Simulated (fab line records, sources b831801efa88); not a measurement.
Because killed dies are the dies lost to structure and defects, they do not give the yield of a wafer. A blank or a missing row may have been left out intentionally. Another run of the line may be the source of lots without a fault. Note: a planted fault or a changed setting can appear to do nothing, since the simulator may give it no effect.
Comparing a struck lot with a sound one | flow sky130 | 23 steps out of a route of 708
Sound: wafers L917.1, L917.2, L917.5. The struck wafers were L929.1, L929.2, L929.6. At the end, the cause is stated.
Order at every step that has rows: each side's tool, ch and its chambers, its first start. Under that, the readings that differ: sound wafers | struck wafers | difference of the means | sigmas: that difference in standard deviations of wafers without a fault.
alike: readings whose means differ by less than 2 such deviations, and words and numbers that are the same on both sides. not compared: withheld readings, readings that some wafer has no value for, bounds like >300 that may hide the same value, and numbers for which the record gives no deviation and whose values overlap.
The two part at a step that has a row with sigmas, a row that says differs or no value, or rows on one side only. Numbers that have no deviation but don't overlap get no sigmas and don't part them. A reading that every wafer of one side lacks parts them only if that side has two wafers or more.

first, 1 step without rows for these wafers: SKY_POLY_GATE_OXIDATION_20 (stabilise 600 s, purge 300 s, target thk 4 nm).
SKY_POLY_GATE_THK_MEAS_21:
  sound on film-metro-02, day 19 03:26; struck on film-metro-02, day 23 13:13
  reading                      | sound          | struck         | difference | sigmas
  POLY_GATE_OXIDATION_THK (nm) | 3.87 3.82 3.84 | 4.07 4.05 3.97 | +0.19      | +2
SKY_POLY_GATE_CD_MEAS_22:
  sound on cd-sem-01, day 19 03:29; struck on cd-sem-02, day 23 13:16
  alike: cd-nm
then, 7 steps without rows for these wafers: SKY_LDD_N_DEHYDRATE_00 (time 60 s); SKY_LDD_N_HMDS_01 (prime time 60 s); SKY_LDD_N_COAT_02 (resist thk 300 nm); SKY_LDD_N_SOFTBAKE_03 (time 60 s); SKY_LDD_N_EXPOSE_04 (exposes mask NTM, target cd 840 nm); SKY_LDD_N_PEB_05; SKY_LDD_N_DEVELOP_06 (develop time 60 s).
SKY_LDD_N_OVL_MEAS_07:
  sound on overlay-02, day 20 10:57; struck on overlay-02, day 24 19:23
  alike: LDD_N_OVL
following that, these wafers have no rows for 1 step: SKY_LDD_N_IMPLANT_08.
SKY_LDD_N_IMPLANT_09:
  sound on implanter-03 ch 0, day 20 11:08; struck on implanter-04 ch 0, day 25 00:19
  alike: rotation-deg
then, 6 steps without rows for these wafers: SKY_LDD_N_IMPLANT_10; SKY_LDD_N_IMPLANT_11; SKY_LDD_N_IMPLANT_12; SKY_LDD_N_IMPLANT_13; SKY_LDD_N_IMPLANT_14; SKY_LDD_N_IMPLANT_15.
SKY_LDD_N_STRIP_16: strips in O2/N2.
  sound on plasma-asher-04 ch 0,1, day 20 12:11; struck on plasma-asher-03 ch 0,1, day 25 01:22
  reading                      | sound             | struck            | difference | sigmas
  strip-time-to-endpoint-s (s) | 4.325 4.315 4.326 | 4.526 4.531 4.519 | +0.203     | +16
  alike: drypump-motor-current-A, oes-product-au
  not compared: rf-hours-counter-h
SKY_LDD_N_TW_MEAS_17:
  sound on film-metro-02, day 20 12:17; struck on film-metro-01, day 25 01:32
  reading  | sound          | struck         | difference | sigmas
  LDD_N_TW | 2594 2587 2603 | 2683 2683 2689 | +90        | +7
then, 1 step without rows for these wafers: SKY_LDD_P_DEHYDRATE_00 (time 60 s).
-- the record jumps here: 26 days lie between the struck wafers' starts before and after (it left off in module LDD_P and takes up again in module PAD_OPEN, whose first step shown is number 708 of the route) --
SKY_PAD_OPEN_PROBE_99:
  sound on prober-02, day 48 01:40; struck on prober-01, day 50 19:33
  reading                                    | sound                | struck               | difference | sigmas
  killed-at-contacts                         | 33 28 32             | 25 19 15             | -11        | -2
  model.etest.tip-n.rs-ohm-sq                | 437.8 438.1 440.6    | 387.7 388.4 384.8    | -51.9      |
  model.etest.nfet_01v8_swapped.vt-sat-v (V) | 0.6683 0.6613 0.6601 | 0.6434 0.6466 0.6357 | -0.0213    |
  alike: killed_at_M0_to_M3, killed_at_M4_up, killed-at-front-end, killed-at-other, killed-dies, killed-open, killed-short

== WHERE THEY PART ==
Earliest at SKY_POLY_GATE_THK_MEAS_21; latest, in this record, at SKY_PAD_OPEN_PROBE_99.

WHY: the cause the simulator had injected
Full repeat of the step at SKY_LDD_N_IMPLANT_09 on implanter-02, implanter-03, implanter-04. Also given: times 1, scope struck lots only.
